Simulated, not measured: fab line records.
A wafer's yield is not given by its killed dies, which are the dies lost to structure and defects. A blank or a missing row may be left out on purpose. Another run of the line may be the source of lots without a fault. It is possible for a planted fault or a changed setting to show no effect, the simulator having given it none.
Which of the tools did it? | flow sky130 | Sampling: 10 lots, 30 wafers, 4 of 708 route steps

WHAT EACH GAUGE READ, for each wafer
SKY_LDD_N_TW_MEAS_17.
lot  | measured     | on            | LDD_N_TW
L336 | day 18 15:56 | film-metro-02 | 2561 2561 2548
L340 | day 20 22:02 | film-metro-04 | 2582 2561 2571
L341 | day 21 03:59 | film-metro-02 | 2583 2579 2571
L342 | day 21 17:33 | film-metro-02 | 2581 2555 2565
L347 | day 23 03:25 | film-metro-04 | 2605 2590 2606
L350 | day 24 01:14 | film-metro-03 | 2584 2587 2584
L351 | day 24 05:09 | film-metro-02 | 2586 2580 2576
L353 | day 24 19:05 | film-metro-03 | 2571 2596 2586
L355 | day 25 08:11 | film-metro-02 | 2576 2586 2576
L357 | day 26 13:25 | film-metro-04 | 2590 2600 2599

SKY_LOCAL_INTERCONNECT_RS_MEAS_01: measurement is done with a four-point probe.
lot  | measured     | on            | LOCAL_INTERCONNECT_TIN_RS (ohm/sq)
L336 | day 30 02:52 | film-metro-03 | 14.05 14.08 13.98
L340 | day 31 22:24 | film-metro-02 | 14.17 13.99 14.14
L341 | day 32 05:08 | film-metro-01 | 14.16 14.04 14.17
L342 | day 32 16:23 | film-metro-02 | 13.95 13.97 13.76
L347 | day 33 22:27 | film-metro-02 | 13.96 14.09 13.91
L350 | day 34 16:55 | film-metro-02 | 12.29 12.30 12.29
L351 | day 34 21:54 | film-metro-03 | 14.31 14.19 14.28
L353 | day 35 07:12 | film-metro-01 | 12.26 12.29 12.27
L355 | day 35 19:26 | film-metro-03 | 14.31 14.15 14.12
L357 | day 37 00:16 | film-metro-03 | 14.29 14.25 14.32

SKY_LOCAL_INTERCONNECT_THK_MEAS_02: measures by xrf.
lot  | measured     | on            | LOCAL_INTERCONNECT_TIN_THK (nm)
L336 | day 30 02:59 | film-metro-03 | 98.0 97.9 98.8
L340 | day 31 22:31 | film-metro-02 | 97.9 98.8 97.4
L341 | day 32 05:16 | film-metro-01 | 97.2 98.6 97.6
L342 | day 32 16:31 | film-metro-02 | 100.0 99.3 100.6
L347 | day 33 22:34 | film-metro-02 | 98.7 98.4 99.7
L350 | day 34 17:02 | film-metro-02 | 111.9 111.6 112.2
L351 | day 34 22:01 | film-metro-03 | 97.6 98.4 98.0
L353 | day 35 07:19 | film-metro-01 | 112.2 112.0 111.4
L355 | day 35 19:33 | film-metro-03 | 97.3 98.2 97.9
L357 | day 37 00:22 | film-metro-03 | 97.4 97.4 96.5

EACH LOT AND THE TOOL THAT RAN IT (in order: tool; ch and the chambers of the sampled wafers; start)
lot  | SKY_LOCAL_INTERCONNECT_SPUTTER_00
L336 | pvd-sputter-02, day 30 02:49
L340 | pvd-sputter-02, day 31 22:19
L341 | pvd-sputter-02, day 32 05:04
L342 | pvd-sputter-02, day 32 16:20
L347 | pvd-sputter-02, day 33 22:23
L350 | pvd-sputter-02, day 34 16:51
L351 | pvd-sputter-03, day 34 21:50
L353 | pvd-sputter-02, day 35 07:07
L355 | pvd-sputter-04, day 35 19:22
L357 | pvd-sputter-03, day 37 00:11
- SKY_LOCAL_INTERCONNECT_SPUTTER_00: material TiN, target thk 100 nm, time 83.3 s.

AS READ BY THE TOOLS THEMSELVES (means over the sampled wafers that have a number; for cases with no such wafer, the mark the record gives instead)
SKY_LOCAL_INTERCONNECT_SPUTTER_00.
lot  | tool           | cathode-dc-power-W (W) | throttle-valve-pct (%)
L336 | pvd-sputter-02 | 6499.7                 | 30.5
L340 | pvd-sputter-02 | 6500.0                 | 30.5
L341 | pvd-sputter-02 | 6501.8                 | 30.5
L342 | pvd-sputter-02 | 6500.6                 | 29.7
L347 | pvd-sputter-02 | 6500.9                 | 30.3
L350 | pvd-sputter-02 | 7457.7                 | 30.5
L351 | pvd-sputter-03 | 6500.7                 | 29.8
L353 | pvd-sputter-02 | 7458.6                 | 31.1
L355 | pvd-sputter-04 | 6499.5                 | 29.6
L357 | pvd-sputter-03 | 6499.1                 | 30.0

THE ANSWER, worked out from the rows above alone
Rule: what is usual is taken from the lots themselves. The widest of any qualifying gaps counts: lots, ordered by their means at a reading, are off when they make up no more than a third of the lots, leave a main group of 4 or more, and stand apart from it by 3 or more times the standard deviation of that group's means. The tables above print the reading to a certain number of digits; a main group whose means all agree to those digits is not used. Also off: a lot with no number at a reading for which 4 or more lots have one. Where the step has rows for the other lots, those lots are counted as sound. The gauges are gone through in route order, then the tools' own readings, and for those a lot's mean is taken as printed above. At the first step where some lot is off, the reading lying furthest off is the one used; lots without a number count as furthest.
Off: L350, L353, at SKY_LOCAL_INTERCONNECT_RS_MEAS_01 (LOCAL_INTERCONNECT_TIN_RS). For the main group the mean is 14.11 ohm/sq and the standard deviation 0.13.
A tool fits if, at a process step before that reading, it ran every lot that is off, and no sound lot after the first of them. Not tried: the gauges at SKY_LOCAL_INTERCONNECT_RS_MEAS_01; whatever is off there is also off at SKY_LOCAL_INTERCONNECT_SPUTTER_00, on other tools, and gauge error can't account for it. One fits: pvd-sputter-02 at SKY_LOCAL_INTERCONNECT_SPUTTER_00. Its last sound lot is L347 (day 33 22:23), its first lot that is off L350 (day 34 16:51): a fault that began between those two fits.
On the lots that are off, the tool's own readings at SKY_LOCAL_INTERCONNECT_SPUTTER_00 differ by more than 5 times the standard deviation of the sound lots' means, which bears it out; cathode-dc-power-W reads 7458.1 W there versus 6500.3 W on the sound lots.

WHAT WAS PUT IN BY THE SIMULATOR
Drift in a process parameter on pvd-sputter-02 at SKY_LOCAL_INTERCONNECT_SPUTTER_00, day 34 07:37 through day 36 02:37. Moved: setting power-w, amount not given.
Lots struck among those shown: L350, L353. The rule above found the same.
